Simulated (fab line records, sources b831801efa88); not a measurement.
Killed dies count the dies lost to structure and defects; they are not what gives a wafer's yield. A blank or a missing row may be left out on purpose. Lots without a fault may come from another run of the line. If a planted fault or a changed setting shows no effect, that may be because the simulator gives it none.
A struck lot beside a sound one	flow sfq line	19 out of 325 route steps
Sound: these wafers, L442.1, L442.2, L442.4. Wafers struck: L447.1, L447.4, L447.6. Last of all comes the cause.
Per side, at each step with rows, come the tool, then ch with its chambers, and then its first start. Under that, the readings that differ: sound wafers	struck wafers	difference of the means	sigmas: that difference in standard deviations of wafers without a fault.
alike: same words and numbers on both sides, and readings whose means sit less than 2 such deviations apart. not compared: any withheld reading, any reading some wafer has no value for, any bound like >300 that may hide the same value, and any number with overlapping values for which the record gives no deviation.
Wherever a step has rows on one side only, a row that says differs or no value, or a row with sigmas, the two part there. When numbers do not overlap yet have no deviation, they are printed without sigmas and do not part them. A reading missing from all wafers of one side parts the sides only when that side holds two or more wafers.

first, 2 steps without rows for these wafers: SFQ_TRILAYER_I2_VIA_LITHO_PEB_070 (peb time 60 s); SFQ_TRILAYER_I2_VIA_LITHO_DEVELOP_069 (time 60 s).
SFQ_I2_OVL_MEAS_918:
  sound on overlay-01, day 36 04:31; struck on overlay-02, day 38 01:49
  alike: I2_OVL
SFQ_TRILAYER_I2_VIA_BARC_OPEN_VIA_ETCH_096: etches BARC in O2, target depth 125 nm, time 41.7 s.
  sound on rie diel-01 ch 0,3, day 36 04:33; struck on rie diel-02 ch 1,3, day 38 01:50
  alike: drypump motor current A, oes product au
  not compared: rf hours counter h
SFQ_TRILAYER_I2_VIA_ETCH_VIA_ETCH_070: etches SiO2 in CHF3, stops on Nb, target depth 260 nm.
  sound on rie diel-01 ch 0,3, day 36 04:35; struck on rie diel-02 ch 1,3, day 38 01:53
  alike: drypump motor current A, oes product au
SFQ_TRILAYER_I2_VIA_STRIP_STRIP_071: strips in O2.
  sound on rie metal-01 ch 1, day 36 04:42; struck on rie metal-01 ch 0,1, day 38 01:59
  alike: drypump motor current A, oes product au
  not compared: rf hours counter h
then, 2 steps without rows for these wafers: SFQ_TRILAYER_I2_VIA_STRIP_SOLV_CLEAN_072 (cleans in NMP, time 600 s); SFQ_TRILAYER_M3_DEP_PRE_CLEAN_074 (time 22.5 s).
SFQ_TRILAYER_M3_DEP_SPUTTER_073: material Nb, target thk 200 nm, time 133.3 s.
  sound on pvd sputter-03, day 36 06:07; struck on pvd sputter-05, day 38 02:48
  alike: throttle valve pct
SFQ_M3_RS_MEAS_919: measures by four-point-probe.
  sound on film metro-01, day 36 06:12; struck on film metro-02, day 38 02:53
  alike: M3_NB_RS
then, 1 step without rows for these wafers: SFQ_TRILAYER_M3_LITHO_COAT_080 (resist thk 62 nm).
SFQ_TRILAYER_M3_LITHO_COAT_075: resist thk 600 nm.
  sound on litho track-04 ch 0, day 36 06:41; struck on litho track-02 ch 0, day 38 03:22
reading	sound	struck	difference	sigmas
spin speed rpm (rpm)	3000.2 3001.7 3001.0	2942.2 2942.0 2944.1	-58.2	-26
model.KrF_of_TRILAYER_M3_LITHO_COAT_075.thk nm (nm)	602.3 602.6 601.8	607.5 605.3 606	+4.0	
  alike: chill plate temp C
then, 4 steps without rows for these wafers: SFQ_TRILAYER_M3_LITHO_SOFTBAKE_079; SFQ_TRILAYER_M3_LITHO_EXPOSE_076 (exposes mask M3, target cd 500 nm); SFQ_TRILAYER_M3_LITHO_PEB_078 (peb time 60 s); SFQ_TRILAYER_M3_LITHO_DEVELOP_077 (time 60 s).
SFQ_M3_OVL_MEAS_921:
  sound on overlay-02, day 36 08:46; struck on overlay-01, day 38 17:01
  alike: M3_OVL
SFQ_TRILAYER_M3_BARC_OPEN_METAL_ETCH_100: etches BARC in O2, target depth 125 nm, time 41.7 s.
  sound on rie metal-02 ch 0,1, day 36 08:48; struck on rie metal-03 ch 0,1, day 38 17:03
reading	sound	struck	difference	sigmas
model.KrF_of_TRILAYER_M3_LITHO_COAT_075.thk nm (nm)	524 525.6 525.2	531.5 529 527.8	+4.5	
  alike: drypump motor current A, oes product au
  not compared: rf hours counter h
SFQ_TRILAYER_M3_ETCH_METAL_ETCH_078: etches Nb in Cl2/Ar, stops on SiO2, target depth 240 nm, time 120 s.
  sound on rie metal-02 ch 0,1, day 36 08:52; struck on rie metal-03 ch 0,1, day 38 17:07
reading	sound	struck	difference	sigmas
oes product au (a.u.)	0.902 0.903 0.902	0.897 0.890 0.872	-0.016	-2
  alike: drypump motor current A
  not compared: rf hours counter h

== WHERE THEY PART ==
Earliest at SFQ_TRILAYER_M3_LITHO_COAT_075; latest, in this record, at SFQ_TRILAYER_M3_ETCH_METAL_ETCH_078.

WHY: what the simulator had put in
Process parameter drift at SFQ_TRILAYER_M3_LITHO_COAT_075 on litho track-02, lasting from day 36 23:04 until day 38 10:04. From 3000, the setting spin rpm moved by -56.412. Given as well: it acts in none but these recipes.
